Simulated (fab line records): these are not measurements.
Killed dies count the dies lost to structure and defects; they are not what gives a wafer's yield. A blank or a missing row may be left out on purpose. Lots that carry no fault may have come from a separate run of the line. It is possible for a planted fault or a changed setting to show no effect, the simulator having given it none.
Comparing a struck lot with a sound one	flow gf180mcu	45 out of 602 route steps
Sound: wafers L676.1, L676.5, L676.6. Wafers struck: L689.1, L689.4, L689.5. The cause is named last.
Each step with rows lists, per side, the tool, then ch with its chambers, then its first start. Under that, the readings that differ: sound wafers	struck wafers	difference of the means	sigmas: that difference in standard deviations of wafers without a fault.
alike: same words and numbers on both sides, and readings whose means sit less than 2 such deviations apart. not compared: any withheld reading, any reading some wafer has no value for, any bound like >300 that may hide the same value, and any number with overlapping values for which the record gives no deviation.
The two part at a step that has a row with sigmas, a row that says differs or no value, or rows on one side only. Numbers that don't overlap but have no deviation are shown without sigmas and don't part them. A reading that every wafer of one side lacks parts them only if that side has two wafers or more.

first, 1 step without rows for these wafers: GF_MVSD_IMPLANT_09.
GF_MVSD_STRIP_10: strips in O2/N2.
  sound on plasmaAsher-01 ch 0,1, day 4 22:25; struck on plasmaAsher-03 ch 0, day 8 00:47
  alike: chamberPressureMTorr, drypumpMotorCurrentA, heaterPowerW, oesProductAu, stripTimeToEndpointS
  not compared: rfHoursCounterH
GF_MVSD_TW_MEAS_11:
  sound on filmMetro-04 at day 4 22:31; struck on filmMetro-03 at day 8 00:53
  alike: MVSD_TW
then, 7 steps without rows for these wafers: GF_MVPSD_DEHYDRATE_00 (time 60 s); GF_MVPSD_HMDS_01 (prime time 60 s); GF_MVPSD_COAT_02 (resist thk 3000 nm); GF_MVPSD_SOFTBAKE_03; GF_MVPSD_EXPOSE_04 (exposes mask MVPSD, target cd 1000 nm); GF_MVPSD_PEB_05; GF_MVPSD_DEVELOP_06 (develop time 60 s).
GF_MVPSD_OVL_MEAS_07:
  sound on overlay-02 at day 5 12:28; struck on overlay-01 at day 8 17:03
  alike: MVPSD_OVL
after that, 1 step had no rows for these wafers: GF_MVPSD_IMPLANT_08.
GF_MVPSD_IMPLANT_09:
  sound on implanter-03 ch 0, day 5 12:40; struck on implanter-03 ch 0, day 8 17:14
reading	sound	struck	difference	sigmas
doseIonsCm2	4.996e+12 5.003e+12 5.005e+12	4.675e+12 4.662e+12 4.663e+12	-3.347e+11	-64
faradayCurrentUA	28.0 28.1 28.0	26.2 26.2 26.2	-1.8	-3
  alike: beamEnergyKeV
GF_MVPSD_STRIP_10: strips in O2/N2.
  sound on plasmaAsher-04 ch 0,1, day 5 12:49; struck on plasmaAsher-04 ch 1, day 8 17:23
  alike: chamberPressureMTorr, drypumpMotorCurrentA, heaterPowerW, oesProductAu, stripTimeToEndpointS
  not compared: rfHoursCounterH
GF_MVPSD_TW_MEAS_11:
  sound on filmMetro-02 at day 5 12:55; struck on filmMetro-04 at day 8 17:29
  alike: MVPSD_TW
then, 7 steps without rows for these wafers: GF_VT_IMPLANT_DEHYDRATE_00 (time 60 s); GF_VT_IMPLANT_HMDS_01 (prime time 60 s); GF_VT_IMPLANT_COAT_02 (resist thk 1000 nm); GF_VT_IMPLANT_SOFTBAKE_03 (time 60 s); GF_VT_IMPLANT_EXPOSE_04 (exposes mask LVPWELL LV AREA, target cd 600 nm); GF_VT_IMPLANT_PEB_05; GF_VT_IMPLANT_DEVELOP_06 (develop time 60 s).
GF_VT_IMPLANT_OVL_MEAS_07:
  sound on overlay-02 at day 6 03:01; struck on overlay-01 at day 9 10:07
  alike: VT_IMPLANT_OVL
after that, 1 step had no rows for these wafers: GF_VT_IMPLANT_IMPLANT_08.
GF_VT_IMPLANT_STRIP_09: strips in O2/N2.
  sound on plasmaAsher-04 ch 0,1, day 6 03:13; struck on plasmaAsher-01 ch 0, day 9 10:19
  alike: chamberPressureMTorr, drypumpMotorCurrentA, heaterPowerW, oesProductAu, stripTimeToEndpointS
  not compared: rfHoursCounterH
GF_VT_IMPLANT_TW_MEAS_10:
  sound on filmMetro-04 at day 6 03:19; struck on filmMetro-03 at day 9 10:25
  alike: VT_IMPLANT_TW
then, 7 steps without rows for these wafers: GF_VT_IMPLANT_DEHYDRATE_11 (time 60 s); GF_VT_IMPLANT_HMDS_12 (prime time 60 s); GF_VT_IMPLANT_COAT_13 (resist thk 1000 nm); GF_VT_IMPLANT_SOFTBAKE_14 (time 60 s); GF_VT_IMPLANT_EXPOSE_15 (exposes mask Nwell LV AREA, target cd 860 nm); GF_VT_IMPLANT_PEB_16; GF_VT_IMPLANT_DEVELOP_17 (develop time 60 s).
GF_VT_IMPLANT_OVL_MEAS_18:
  sound on overlay-02 at day 6 18:10; struck on overlay-02 at day 10 03:16
  alike: VT_IMPLANT_01_OVL
after that, 1 step had no rows for these wafers: GF_VT_IMPLANT_IMPLANT_19.
GF_VT_IMPLANT_STRIP_20: strips in O2/N2.
  sound on plasmaAsher-02 ch 0,1, day 6 18:22; struck on plasmaAsher-01 ch 0,1, day 10 03:28
  alike: chamberPressureMTorr, drypumpMotorCurrentA, heaterPowerW, oesProductAu, stripTimeToEndpointS
  not compared: rfHoursCounterH
GF_VT_IMPLANT_TW_MEAS_21:
  sound on filmMetro-04 at day 6 18:28; struck on filmMetro-01 at day 10 03:34
  alike: VT_IMPLANT_2_TW
then, 5 steps without rows for these wafers: GF_VT_IMPLANT_DEHYDRATE_22 (time 60 s); GF_VT_IMPLANT_HMDS_23 (prime time 60 s); GF_VT_IMPLANT_COAT_24 (resist thk 1000 nm); GF_VT_IMPLANT_SOFTBAKE_25 (time 60 s); GF_VT_IMPLANT_EXPOSE_26 (exposes mask LVPWELL HV AREA, target cd 860 nm).
GF_VT_IMPLANT_RS_MEAS_49: measures by four-point-probe.
  sound on filmMetro-03 at day 8 00:22; struck on filmMetro-03 at day 11 15:58
reading	sound	struck	difference	sigmas
MVPSD_RS (ohm/sq)	1160 1163 1161	1181 1184 1184	+22	+6
  not compared: hold
GF_VT_IMPLANT_WET_ETCH_50: etches SiO2 in dHF, target depth 20 nm, time 400 s.
  sound on wetBench-03 ch 1, day 8 00:29; struck on wetBench-03 ch 1, day 11 18:38
reading	sound	struck	difference	sigmas
hold	- - -	awaitDispo/2.6h/release awaitDispo/2.6h/release awaitDispo/2.6h/release	no value on the sound wafers	
GF_PASSIVATION_PROBE_99:
  the record has rows for the sound wafers here (prober-02, day 29 14:58) and none for the struck ones

## WHERE THEY PART
At GF_MVPSD_IMPLANT_09 first; at GF_PASSIVATION_PROBE_99 last (within this record only).

WHY: what the simulator had put in
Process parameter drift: implanter-03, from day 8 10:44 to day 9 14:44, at GF_MVPSD_IMPLANT_09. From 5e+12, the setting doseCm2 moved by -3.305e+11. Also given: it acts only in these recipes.
